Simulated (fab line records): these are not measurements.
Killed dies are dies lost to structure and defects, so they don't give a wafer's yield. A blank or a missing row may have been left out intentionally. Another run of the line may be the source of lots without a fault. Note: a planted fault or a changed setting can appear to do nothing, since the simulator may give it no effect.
Which tool did it? -- flow gf180mcu -- 6 lots with 18 wafers sampled at 3 steps, on a route of 602 steps

WHAT THE GAUGES READ, wafer by wafer
GF_V4_CD_MEAS_14 targets a cd of 260 nm.
lot,measured,on,cd nm (nm)
L622,day 25 03:35,cd sem-02,261.0 259.5 260.6
L630,day 28 09:05,cd sem-02,259.9 259.3 258.8
L632,day 29 03:42,cd sem-01,264.6 265.9 265.0
L637,day 30 01:44,cd sem-01,259.8 259.3 260.2
L639,day 30 12:01,cd sem-01,260.2 260.4 259.3
L643,day 31 09:26,cd sem-02,259.8 259.5 260.2

EACH LOT AND THE TOOL THAT RAN IT (in order: tool; ch and the chambers of the sampled wafers; start)
lot,GF_M4_SPUTTER_01,GF_V4_EXPOSE_11
L622,"pvd sputter-04, day 23 06:04","krf scanner-02 ch 0, day 24 17:47"
L630,"pvd sputter-02, day 26 16:22","krf scanner-02 ch 0, day 27 23:20"
L632,"pvd sputter-04, day 27 11:43","krf scanner-02 ch 0, day 28 18:04"
L637,"pvd sputter-03, day 28 09:13","krf scanner-01 ch 0, day 29 16:22"
L639,"pvd sputter-04, day 28 20:46","krf scanner-01 ch 0, day 30 03:04"
L643,"pvd sputter-02, day 29 20:08","krf scanner-01 ch 0, day 31 00:22"
- GF_M4_SPUTTER_01: material TiN, target thk 30 nm, time 25 s.
- GF_V4_EXPOSE_11: exposes mask Via4, target cd 260 nm.

THE ANSWER, worked out from the rows above alone
Rule: what is usual is taken from the lots themselves. Put in order of their means at a reading, lots are off if they are a third of the lots or fewer, leave a main group of 4 or more, and stand apart from it by a gap of 3 or more times the standard deviation of the main group's means; of several such gaps the widest counts. A main group whose means are all the same, to the digits that the tables above print for the reading, isn't used. Also off: a lot with no number at a reading for which 4 or more lots have one. Where the step has rows for the other lots, those lots are counted as sound.
Off: L632, at GF_V4_CD_MEAS_14 (cd nm). For the main group the mean is 259.9 nm and the standard deviation 0.33.
If a tool, at a process step before that reading, ran all the lots that are off and no sound lot after the first of them, it fits. Gauges at GF_V4_CD_MEAS_14: tried the same way as those tools. One fits: krf scanner-02 at GF_V4_EXPOSE_11. Its last sound lot is L630 (day 27 23:20), its first lot that is off L632 (day 28 18:04): a fault that began between those two fits.

WHAT THE SIMULATOR PUT IN
Process parameter drift: krf scanner-02, from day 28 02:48 on, at GF_V4_EXPOSE_11. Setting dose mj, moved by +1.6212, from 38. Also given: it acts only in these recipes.
Lots struck among those shown: L632. This agrees with what the rule above found.
